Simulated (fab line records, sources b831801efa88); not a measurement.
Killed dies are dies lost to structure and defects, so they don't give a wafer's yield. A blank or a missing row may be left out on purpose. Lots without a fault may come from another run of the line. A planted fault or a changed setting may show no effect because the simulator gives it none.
One fault seen from 2 desks | flow gf180mcu | each desk has only its own numbers; what lay behind them comes last

THE TOOL OWNER'S DESK: pvd_sputter-01
The tool's own readings at GF_MIM_SPUTTER_08 (material AlCu, target thk 200 nm, time 10.6 s): means of the sampled wafers that have a number, for each lot that ran on this tool. A lot is out of limits, marked OUT, if its mean lies more than 4 standard deviations from the usual mean; the brackets give that distance.
Columns: A = cathode_dc_power_W at GF_MIM_SPUTTER_08, usual 10600 W; B = throttle_valve_pct at GF_MIM_SPUTTER_08, usual 29.7 %
lot  | first seen here | A                       | B
L284 | day 24 11:23    | 10598                   | 31.2
L291 | day 27 03:10    | 11681 (+99 or more) OUT | 29.7
L294 | day 28 01:25    | 11681 (+99 or more) OUT | 30.4
This desk's finding: out of limits on L291, L294; first on L291, day 27 03:10 (cathode_dc_power_W at GF_MIM_SPUTTER_08). In limits: L284.

THE METROLOGY DESK
What the gauges read, lot by lot, whatever tool the lot ran on: means of the sampled wafers that have a number. A lot is out of limits, marked OUT, if its mean lies more than 4 standard deviations from the usual mean; the brackets give that distance.
Columns: A = V4_W_RS at GF_V4_RS_MEAS_24, usual 0.327 ohm/sq; B = V4_W_THK at GF_V4_THK_MEAS_25, usual 353 nm; C = MIM_CVD_05_THK at GF_MIM_THK_MEAS_06, usual 42.0 nm; D = MIM_ALCU_RS at GF_MIM_RS_MEAS_10, usual 0.1610 ohm/sq; E = MIM_ALCU_THK at GF_MIM_THK_MEAS_11, usual 201 nm
lot  | first seen here | A     | B   | C    | D                 | E
L284 | day 24 10:36    | 0.330 | 348 | 41.7 | 0.1593            | 200
L289 | day 26 06:26    | 0.328 | 350 | 41.1 | 0.1595            | 205
L291 | day 27 02:20    | 0.329 | 356 | 41.3 | 0.1459 (-8.4) OUT | 225 (+7.4) OUT
L292 | day 27 09:37    | 0.326 | 354 | 42.6 | 0.1621            | 203
L294 | day 28 00:38    | 0.325 | 352 | 42.2 | 0.1460 (-8.4) OUT | 221 (+6.2) OUT
L304 | day 30 16:44    | 0.322 | 359 | 42.6 | 0.1619            | 199
This desk's finding: out of limits on L291, L294; first on L291, day 27 03:13 (MIM_ALCU_RS at GF_MIM_RS_MEAS_10). In limits: L284, L289, L292, L304.

PUT TOGETHER
The tool owner's desk could have raised an alarm at day 27 03:10, on L291, L294.
The metrology desk could have raised an alarm at day 27 03:13, on L291, L294.
Of the lots named, all ran GF_MIM_SPUTTER_08 on pvd_sputter-01.

WHAT THE SIMULATOR HAD PUT IN
Process parameter drift: pvd_sputter-01, from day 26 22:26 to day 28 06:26, at GF_MIM_SPUTTER_08. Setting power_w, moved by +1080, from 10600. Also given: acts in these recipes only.
Lots struck among those shown: L291, L294.
Hours from the fault's start to each desk's first reading out of limits: the tool owner's desk, 5; the metrology desk, 5.
